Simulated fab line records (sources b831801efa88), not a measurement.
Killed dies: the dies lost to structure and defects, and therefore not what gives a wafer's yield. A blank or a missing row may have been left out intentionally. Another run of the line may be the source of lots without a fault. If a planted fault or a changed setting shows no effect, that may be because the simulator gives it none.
Split-lot experiment | flow sfq line | 23 wafers read across 5 lots, on a route 325 steps long

ABOUT THE SPLIT
At SFQ_TRILAYER_M2_LITHO_COAT_062 (resist thk 62 nm), the setting spin rpm was moved away from the recipe's 3000 rpm on 4 of the 23 wafers read, by -3.6% to +3.0%. This setting was run at the recipe's value on the other wafers.

The reading comes from the split's own step.

THE READING
BARC_of_TRILAYER_M2_LITHO_COAT_062.thk nm (the simulator's own value, which no gauge read), in nm, at SFQ_TRILAYER_M2_LITHO_COAT_062 (resist thk 62 nm). There is no usual value for it anywhere in the file. The 19 wafers here that ran the recipe average 61.85 nm, standard deviation 0.085 nm.

wafer  | tool, chamber at the split | spin rpm as run, rpm | against the recipe | BARC_of_TRILAYER_M2_LITHO_COAT_062.thk nm, nm | against lot-mates on the recipe
L076.1 | litho track-02, 0          | 3000                 | recipe             | 61.74                                         | -
L076.5 | litho track-02, 0          | 3000                 | recipe             | 61.74                                         | -
L076.2 | litho track-02, 0          | 3000                 | recipe             | 61.77                                         | -
L076.3 | litho track-02, 0          | 3000                 | recipe             | 61.91                                         | -
L076.4 | litho track-02, 0          | 3000                 | recipe             | 61.86                                         | -
L079.1 | litho track-01, 0          | 3000                 | recipe             | 61.86                                         | -
L079.2 | litho track-01, 0          | 3090                 | +3.0%              | 60.77                                         | -1.08
L079.4 | litho track-01, 0          | 3000                 | recipe             | 61.92                                         | -
L079.5 | litho track-01, 0          | 3090                 | +3.0%              | 61.11                                         | -0.74
L079.6 | litho track-01, 0          | 3000                 | recipe             | 61.78                                         | -
L080.1 | litho track-01, 0          | 3000                 | recipe             | 61.9                                          | -
L080.2 | litho track-01, 0          | 3000                 | recipe             | 61.88                                         | -
L080.4 | litho track-01, 0          | 3000                 | recipe             | 61.88                                         | -
L080.3 | litho track-01, 0          | 3000                 | recipe             | 62.03                                         | -
L080.6 | litho track-01, 0          | 3000                 | recipe             | 61.94                                         | -
L083.1 | litho track-01, 0          | 3000                 | recipe             | 61.72                                         | -
L083.5 | litho track-01, 0          | 3000                 | recipe             | 61.77                                         | -
L083.6 | litho track-01, 0          | 3000                 | recipe             | 62                                            | -
L085.2 | litho track-02, 0          | 2892                 | -3.6%              | 62.92                                         | +1.07
L085.3 | litho track-02, 0          | 2892                 | -3.6%              | 63.15                                         | +1.30
L085.4 | litho track-02, 0          | 3000                 | recipe             | 61.82                                         | -
L085.5 | litho track-02, 0          | 3000                 | recipe             | 61.87                                         | -
L085.6 | litho track-02, 0          | 3000                 | recipe             | 61.85                                         | -

FIT RESULTS
A straight line over all 23 wafers: BARC_of_TRILAYER_M2_LITHO_COAT_062.thk nm changes by -0.318 nm for each +1% of spin rpm; r = -0.98; the points scatter about the line by 0.1 nm.
The same after taking each lot's own level away (the mean of its wafers on the recipe; 23 wafers): -0.319 nm for each +1%; r = -0.98; scatter 0.094 nm.
The reading moves by 1.1 nm for the largest change in spin rpm, on that fit.
Measured against the standard deviation above, the lots' own levels, which go from 61.804 to 61.926 nm, span 1.4 times it.
The two slopes agree, so the slope changes little with the lot-to-lot level.
Check: with one of the wafers moved furthest among these (-3.6%) left out of the fit, the line predicts +1.2 nm for it against its lot-mates. Against them it came out at +1.07 nm.

THESE WAFERS: OTHER SPLITS
Before the reading, these wafers also passed through other splits. Each is held against what the fit with the lots' levels taken away leaves over:
other split on the same wafers               | wafers away from the commonest value | r with BARC_of_TRILAYER_M2_LITHO_COAT_062.thk nm (lot level and that fit taken away)
SFQ_TRILAYER_M1_LITHO_COAT_044 resist thk nm | 11                                   | +0.30
SFQ_TRILAYER_I1_DEP_PECVD_045 time s         | 6                                    | -0.19
SFQ_TRILAYER_I1_VIA_LITHO_EXPOSE_050 dose mj | 5                                    | -0.01
SFQ_TRILAYER_M2_DEP_SPUTTER_055 power w      | 8                                    | +0.20

THE FILE'S OWN FIT
BARC_of_TRILAYER_M2_LITHO_COAT_062.thk nm changes by -0.32 nm for each +1% of spin rpm, r = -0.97.
